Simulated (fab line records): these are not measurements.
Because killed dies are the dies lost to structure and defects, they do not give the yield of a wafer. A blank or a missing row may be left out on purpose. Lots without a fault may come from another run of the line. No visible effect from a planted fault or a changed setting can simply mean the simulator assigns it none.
Matching of chambers || flow sfq-line || rie-diel-01 running SFQ_TRILAYER_I3_VIA_ETCH_VIA_ETCH_088: 4 sister chambers
The step etches SiO2 in CHF3, stops on Nb, target depth 260 nm. 4 wafers are shown with their chamber, then 7 later ones without.

## EACH WAFER AND ITS CHAMBER
{"wafer": "L166.5", "chamber": 1, "drypump-motor-current-A (A)": 5.8}
{"wafer": "L170.5", "chamber": 0, "drypump-motor-current-A (A)": 5.4}
{"wafer": "L177.2", "chamber": 3, "drypump-motor-current-A (A)": 5.9}
{"wafer": "L177.4", "chamber": 2, "drypump-motor-current-A (A)": 6.2}

## WAFERS WITH NO CHAMBER GIVEN
{"wafer": "L177.5", "drypump-motor-current-A (A)": 5.9}
{"wafer": "L179.1", "drypump-motor-current-A (A)": 6.2}
{"wafer": "L179.5", "drypump-motor-current-A (A)": 5.8}
{"wafer": "L179.6", "drypump-motor-current-A (A)": 6.2}
{"wafer": "L181.1", "drypump-motor-current-A (A)": 5.9}
{"wafer": "L181.2", "drypump-motor-current-A (A)": 6.3}
{"wafer": "L181.3", "drypump-motor-current-A (A)": 5.4}

## THE CHAMBER EACH PASSED THROUGH
{"wafer": "L177.5", "from the rows above": 3, "in truth": 3}
{"wafer": "L179.1", "from the rows above": 2, "in truth": 2}
{"wafer": "L179.5", "from the rows above": 1, "in truth": 1}
{"wafer": "L179.6", "from the rows above": 2, "in truth": 2}
{"wafer": "L181.1", "from the rows above": 3, "in truth": 3}
{"wafer": "L181.2", "from the rows above": 2, "in truth": 2}
{"wafer": "L181.3", "from the rows above": 0, "in truth": 0}
Correctly placed: 7 of 7. Not placeable from these rows: 0. Placed wrongly: 0.
How it was worked out, from the rows above alone: a wafer's distance from a chamber is the root of the sum, over the readings, of the square of ((its reading less the chamber's mean) divided by the reading's scatter). If the next closest chamber is less than 2 further off than the closest, the wafer can't be placed; otherwise it belongs to the closest. The mean given for a chamber averages the wafers shown for that chamber. The scatter: root of mean squared gap, hidden wafer to nearest shown wafer, with one shown wafer a chamber.
